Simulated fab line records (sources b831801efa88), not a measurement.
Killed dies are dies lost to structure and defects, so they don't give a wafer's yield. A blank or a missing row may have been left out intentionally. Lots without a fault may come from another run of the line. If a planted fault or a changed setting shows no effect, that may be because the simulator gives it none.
Which of the tools did it? || flow gf180mcu || 14 lots, 42 wafers sampled, at 4 steps of a route of 602

== WHAT THE GAUGES SHOWED, per wafer ==
GF_PASSIVATION_THK_MEAS_03. Usual: PASSIVATION_CVD_02_THK 700 nm, standard deviation 8.5.
{"lot": "L212", "measured": "day 28 02:16", "on": "film_metro-03", "PASSIVATION_CVD_02_THK (nm)": "694 695 697", "flag": ""}
{"lot": "L213", "measured": "day 28 09:29", "on": "film_metro-02", "PASSIVATION_CVD_02_THK (nm)": "700 686 706", "flag": ""}
{"lot": "L215", "measured": "day 29 04:41", "on": "film_metro-03", "PASSIVATION_CVD_02_THK (nm)": "697 706 695", "flag": ""}
{"lot": "L216", "measured": "day 29 09:25", "on": "film_metro-02", "PASSIVATION_CVD_02_THK (nm)": "695 683 700", "flag": ""}
{"lot": "L218", "measured": "day 30 02:07", "on": "film_metro-02", "PASSIVATION_CVD_02_THK (nm)": "683 688 708", "flag": ""}
{"lot": "L219", "measured": "day 30 10:42", "on": "film_metro-04", "PASSIVATION_CVD_02_THK (nm)": "709 715 704", "flag": ""}
{"lot": "L220", "measured": "day 30 13:15", "on": "film_metro-02", "PASSIVATION_CVD_02_THK (nm)": "689 695 699", "flag": ""}
{"lot": "L226", "measured": "day 32 03:51", "on": "film_metro-04", "PASSIVATION_CVD_02_THK (nm)": "693 716 701", "flag": ""}
{"lot": "L227", "measured": "day 32 13:26", "on": "film_metro-02", "PASSIVATION_CVD_02_THK (nm)": "701 709 708", "flag": ""}
{"lot": "L229", "measured": "day 32 19:07", "on": "film_metro-04", "PASSIVATION_CVD_02_THK (nm)": "694 700 708", "flag": ""}
{"lot": "L231", "measured": "day 33 10:02", "on": "film_metro-03", "PASSIVATION_CVD_02_THK (nm)": "680 700 702", "flag": ""}
{"lot": "L232", "measured": "day 33 14:38", "on": "film_metro-03", "PASSIVATION_CVD_02_THK (nm)": "696 698 698", "flag": ""}
{"lot": "L233", "measured": "day 33 21:20", "on": "film_metro-03", "PASSIVATION_CVD_02_THK (nm)": "691 699 704", "flag": ""}
{"lot": "L235", "measured": "day 34 10:35", "on": "film_metro-04", "PASSIVATION_CVD_02_THK (nm)": "706 724 711", "flag": ""}

== WHAT TOOL EACH LOT RAN ON (gives the tool, then ch and the chambers of the sampled wafers, and finally the start) ==
{"lot": "L212", "GF_DUAL_GATE_OXIDATION_15": "furnace-02 ch 0, day 8 09:46", "GF_TOP_METAL_SPUTTER_02": "pvd_sputter-01, day 27 05:00", "GF_TOP_METAL_METAL_ETCH_16": "rie_metal-04 ch 0,1, day 28 00:55"}
{"lot": "L213", "GF_DUAL_GATE_OXIDATION_15": "furnace-01 ch 0, day 8 15:44", "GF_TOP_METAL_SPUTTER_02": "pvd_sputter-03, day 27 12:17", "GF_TOP_METAL_METAL_ETCH_16": "rie_metal-02 ch 0,1, day 28 08:19"}
{"lot": "L215", "GF_DUAL_GATE_OXIDATION_15": "furnace-01 ch 0, day 9 07:43", "GF_TOP_METAL_SPUTTER_02": "pvd_sputter-01, day 28 08:06", "GF_TOP_METAL_METAL_ETCH_16": "rie_metal-04 ch 0,1, day 29 03:32"}
{"lot": "L216", "GF_DUAL_GATE_OXIDATION_15": "furnace-02 ch 0, day 9 13:13", "GF_TOP_METAL_SPUTTER_02": "pvd_sputter-04, day 28 12:56", "GF_TOP_METAL_METAL_ETCH_16": "rie_metal-01 ch 0,1, day 29 08:14"}
{"lot": "L218", "GF_DUAL_GATE_OXIDATION_15": "furnace-02 ch 0, day 10 02:37", "GF_TOP_METAL_SPUTTER_02": "pvd_sputter-01, day 29 06:03", "GF_TOP_METAL_METAL_ETCH_16": "rie_metal-02 ch 0,1, day 30 00:58"}
{"lot": "L219", "GF_DUAL_GATE_OXIDATION_15": "furnace-01 ch 0, day 10 09:13", "GF_TOP_METAL_SPUTTER_02": "pvd_sputter-04, day 29 14:23", "GF_TOP_METAL_METAL_ETCH_16": "rie_metal-01 ch 0,1, day 30 09:32"}
{"lot": "L220", "GF_DUAL_GATE_OXIDATION_15": "furnace-02 ch 0, day 10 17:42", "GF_TOP_METAL_SPUTTER_02": "pvd_sputter-03, day 29 16:58", "GF_TOP_METAL_METAL_ETCH_16": "rie_metal-04 ch 0,1, day 30 12:05"}
{"lot": "L226", "GF_DUAL_GATE_OXIDATION_15": "furnace-01 ch 0, day 12 09:53", "GF_TOP_METAL_SPUTTER_02": "pvd_sputter-01, day 31 09:32", "GF_TOP_METAL_METAL_ETCH_16": "rie_metal-02 ch 0,1, day 32 02:39"}
{"lot": "L227", "GF_DUAL_GATE_OXIDATION_15": "furnace-01 ch 0, day 12 17:05", "GF_TOP_METAL_SPUTTER_02": "pvd_sputter-03, day 31 19:10", "GF_TOP_METAL_METAL_ETCH_16": "rie_metal-04 ch 0,1, day 32 12:17"}
{"lot": "L229", "GF_DUAL_GATE_OXIDATION_15": "furnace-01 ch 0, day 13 05:07", "GF_TOP_METAL_SPUTTER_02": "pvd_sputter-04, day 32 02:00", "GF_TOP_METAL_METAL_ETCH_16": "rie_metal-04 ch 0,1, day 32 17:56"}
{"lot": "L231", "GF_DUAL_GATE_OXIDATION_15": "furnace-02 ch 0, day 13 21:52", "GF_TOP_METAL_SPUTTER_02": "pvd_sputter-01, day 32 16:52", "GF_TOP_METAL_METAL_ETCH_16": "rie_metal-01 ch 0,1, day 33 08:55"}
{"lot": "L232", "GF_DUAL_GATE_OXIDATION_15": "furnace-02 ch 0, day 14 03:44", "GF_TOP_METAL_SPUTTER_02": "pvd_sputter-01, day 32 22:11", "GF_TOP_METAL_METAL_ETCH_16": "rie_metal-01 ch 0,1, day 33 13:30"}
{"lot": "L233", "GF_DUAL_GATE_OXIDATION_15": "furnace-02 ch 0, day 14 07:52", "GF_TOP_METAL_SPUTTER_02": "pvd_sputter-01, day 33 04:29", "GF_TOP_METAL_METAL_ETCH_16": "rie_metal-02 ch 0,1, day 33 20:08"}
{"lot": "L235", "GF_DUAL_GATE_OXIDATION_15": "furnace-02 ch 0, day 15 00:56", "GF_TOP_METAL_SPUTTER_02": "pvd_sputter-03, day 33 18:12", "GF_TOP_METAL_METAL_ETCH_16": "rie_metal-01 ch 0,1, day 34 09:25"}
- GF_DUAL_GATE_OXIDATION_15: stabilise 600 s, purge 300 s, target thk 7.098 nm.
- GF_TOP_METAL_SPUTTER_02: material AlCu, target thk 900 nm, time 47.82 s.
- GF_TOP_METAL_METAL_ETCH_16: etches the open film in Cl2/BCl3, stops on SiO2, target depth 1197 nm, time 199.5 s.

== WHAT THE TOOLS THEMSELVES READ (means of the sampled wafers that have a number; where no wafer has one, the mark that the record gives instead) ==
GF_DUAL_GATE_OXIDATION_15. Usual: tube_center_temp_C_max reads 852.2 (standard deviation 0.34).
{"lot": "L212", "tool": "furnace-02", "tube_center_temp_C_max": 851.9, "flag": ""}
{"lot": "L213", "tool": "furnace-01", "tube_center_temp_C_max": 852.0, "flag": ""}
{"lot": "L215", "tool": "furnace-01", "tube_center_temp_C_max": 852.2, "flag": ""}
{"lot": "L216", "tool": "furnace-02", "tube_center_temp_C_max": 852.1, "flag": ""}
{"lot": "L218", "tool": "furnace-02", "tube_center_temp_C_max": 852.3, "flag": ""}
{"lot": "L219", "tool": "furnace-01", "tube_center_temp_C_max": 852.2, "flag": ""}
{"lot": "L220", "tool": "furnace-02", "tube_center_temp_C_max": 852.3, "flag": ""}
{"lot": "L226", "tool": "furnace-01", "tube_center_temp_C_max": 852.2, "flag": ""}
{"lot": "L227", "tool": "furnace-01", "tube_center_temp_C_max": 851.8, "flag": ""}
{"lot": "L229", "tool": "furnace-01", "tube_center_temp_C_max": 852.3, "flag": ""}
{"lot": "L231", "tool": "furnace-02", "tube_center_temp_C_max": 852.2, "flag": ""}
{"lot": "L232", "tool": "furnace-02", "tube_center_temp_C_max": 852.4, "flag": ""}
{"lot": "L233", "tool": "furnace-02", "tube_center_temp_C_max": 852.7, "flag": ""}
{"lot": "L235", "tool": "furnace-02", "tube_center_temp_C_max": 852.0, "flag": ""}

GF_TOP_METAL_SPUTTER_02. Usual: chamber_pressure_pa 0.3001 Pa, standard deviation 0.00058; throttle_valve_pct 30.2 %, standard deviation 0.97.
{"lot": "L212", "tool": "pvd_sputter-01", "chamber_pressure_pa (Pa)": 0.2999, "throttle_valve_pct (%)": 30.6, "flag": ""}
{"lot": "L213", "tool": "pvd_sputter-03", "chamber_pressure_pa (Pa)": 0.2997, "throttle_valve_pct (%)": 30.7, "flag": ""}
{"lot": "L215", "tool": "pvd_sputter-01", "chamber_pressure_pa (Pa)": 0.3002, "throttle_valve_pct (%)": 31.4, "flag": ""}
{"lot": "L216", "tool": "pvd_sputter-04", "chamber_pressure_pa (Pa)": 0.3006, "throttle_valve_pct (%)": 29.8, "flag": ""}
{"lot": "L218", "tool": "pvd_sputter-01", "chamber_pressure_pa (Pa)": 0.3000, "throttle_valve_pct (%)": 30.6, "flag": ""}
{"lot": "L219", "tool": "pvd_sputter-04", "chamber_pressure_pa (Pa)": 0.2998, "throttle_valve_pct (%)": 30.0, "flag": ""}
{"lot": "L220", "tool": "pvd_sputter-03", "chamber_pressure_pa (Pa)": 0.3002, "throttle_valve_pct (%)": 30.4, "flag": ""}
{"lot": "L226", "tool": "pvd_sputter-01", "chamber_pressure_pa (Pa)": 0.3003, "throttle_valve_pct (%)": 30.5, "flag": ""}
{"lot": "L227", "tool": "pvd_sputter-03", "chamber_pressure_pa (Pa)": 0.2998, "throttle_valve_pct (%)": 30.3, "flag": ""}
{"lot": "L229", "tool": "pvd_sputter-04", "chamber_pressure_pa (Pa)": 0.2997, "throttle_valve_pct (%)": 29.8, "flag": ""}
{"lot": "L231", "tool": "pvd_sputter-01", "chamber_pressure_pa (Pa)": 0.2996, "throttle_valve_pct (%)": 29.8, "flag": ""}
{"lot": "L232", "tool": "pvd_sputter-01", "chamber_pressure_pa (Pa)": 0.3001, "throttle_valve_pct (%)": 29.6, "flag": ""}
{"lot": "L233", "tool": "pvd_sputter-01", "chamber_pressure_pa (Pa)": 0.3001, "throttle_valve_pct (%)": 30.6, "flag": ""}
{"lot": "L235", "tool": "pvd_sputter-03", "chamber_pressure_pa (Pa)": 0.3003, "throttle_valve_pct (%)": 29.5, "flag": ""}

GF_TOP_METAL_METAL_ETCH_16. Usual: drypump_motor_current_A 5.7 A, standard deviation 0.32; oes_product_au 0.990 a.u., standard deviation 0.0054; throttle_valve_pct 28.228 %, standard deviation 0.012.
{"lot": "L212", "tool": "rie_metal-04", "drypump_motor_current_A (A)": 6.0, "oes_product_au (a.u.)": 0.990, "throttle_valve_pct (%)": 28.220, "flag": ""}
{"lot": "L213", "tool": "rie_metal-02", "drypump_motor_current_A (A)": 5.9, "oes_product_au (a.u.)": 0.994, "throttle_valve_pct (%)": 28.221, "flag": ""}
{"lot": "L215", "tool": "rie_metal-04", "drypump_motor_current_A (A)": 5.6, "oes_product_au (a.u.)": 0.992, "throttle_valve_pct (%)": 28.229, "flag": ""}
{"lot": "L216", "tool": "rie_metal-01", "drypump_motor_current_A (A)": 5.5, "oes_product_au (a.u.)": 0.990, "throttle_valve_pct (%)": 28.243, "flag": ""}
{"lot": "L218", "tool": "rie_metal-02", "drypump_motor_current_A (A)": 5.7, "oes_product_au (a.u.)": 0.987, "throttle_valve_pct (%)": 28.237, "flag": ""}
{"lot": "L219", "tool": "rie_metal-01", "drypump_motor_current_A (A)": 5.5, "oes_product_au (a.u.)": 0.988, "throttle_valve_pct (%)": 28.231, "flag": ""}
{"lot": "L220", "tool": "rie_metal-04", "drypump_motor_current_A (A)": 5.7, "oes_product_au (a.u.)": 0.990, "throttle_valve_pct (%)": 28.219, "flag": ""}
{"lot": "L226", "tool": "rie_metal-02", "drypump_motor_current_A (A)": 5.7, "oes_product_au (a.u.)": 0.991, "throttle_valve_pct (%)": 28.225, "flag": ""}
{"lot": "L227", "tool": "rie_metal-04", "drypump_motor_current_A (A)": 5.7, "oes_product_au (a.u.)": 0.994, "throttle_valve_pct (%)": 28.228, "flag": ""}
{"lot": "L229", "tool": "rie_metal-04", "drypump_motor_current_A (A)": 5.9, "oes_product_au (a.u.)": 0.994, "throttle_valve_pct (%)": 28.224, "flag": ""}
{"lot": "L231", "tool": "rie_metal-01", "drypump_motor_current_A (A)": 5.5, "oes_product_au (a.u.)": 0.987, "throttle_valve_pct (%)": 28.234, "flag": ""}
{"lot": "L232", "tool": "rie_metal-01", "drypump_motor_current_A (A)": 5.5, "oes_product_au (a.u.)": 0.983, "throttle_valve_pct (%)": 28.238, "flag": ""}
{"lot": "L233", "tool": "rie_metal-02", "drypump_motor_current_A (A)": 5.7, "oes_product_au (a.u.)": 0.988, "throttle_valve_pct (%)": 28.221, "flag": ""}
{"lot": "L235", "tool": "rie_metal-01", "drypump_motor_current_A (A)": 5.5, "oes_product_au (a.u.)": 0.984, "throttle_valve_pct (%)": 28.229, "flag": ""}

== THE ANSWER, worked out from the rows above alone ==
Rule: lot off if the mean of its wafers having a number is beyond 3 standard deviations from the usual mean. Also off: a lot with no number at a reading for which 4 or more lots have one. Where the step has rows for the other lots, those lots are counted as sound. Order of review: gauges by route order, followed by the tools' own readings, for which a lot's mean as printed above is used. At the first step where some lot is off, the reading lying furthest off is the one used; lots without a number count as furthest.
Across all readings shown, no lot is off: no conclusion can be drawn from this.

== WHAT WAS PUT IN BY THE SIMULATOR ==
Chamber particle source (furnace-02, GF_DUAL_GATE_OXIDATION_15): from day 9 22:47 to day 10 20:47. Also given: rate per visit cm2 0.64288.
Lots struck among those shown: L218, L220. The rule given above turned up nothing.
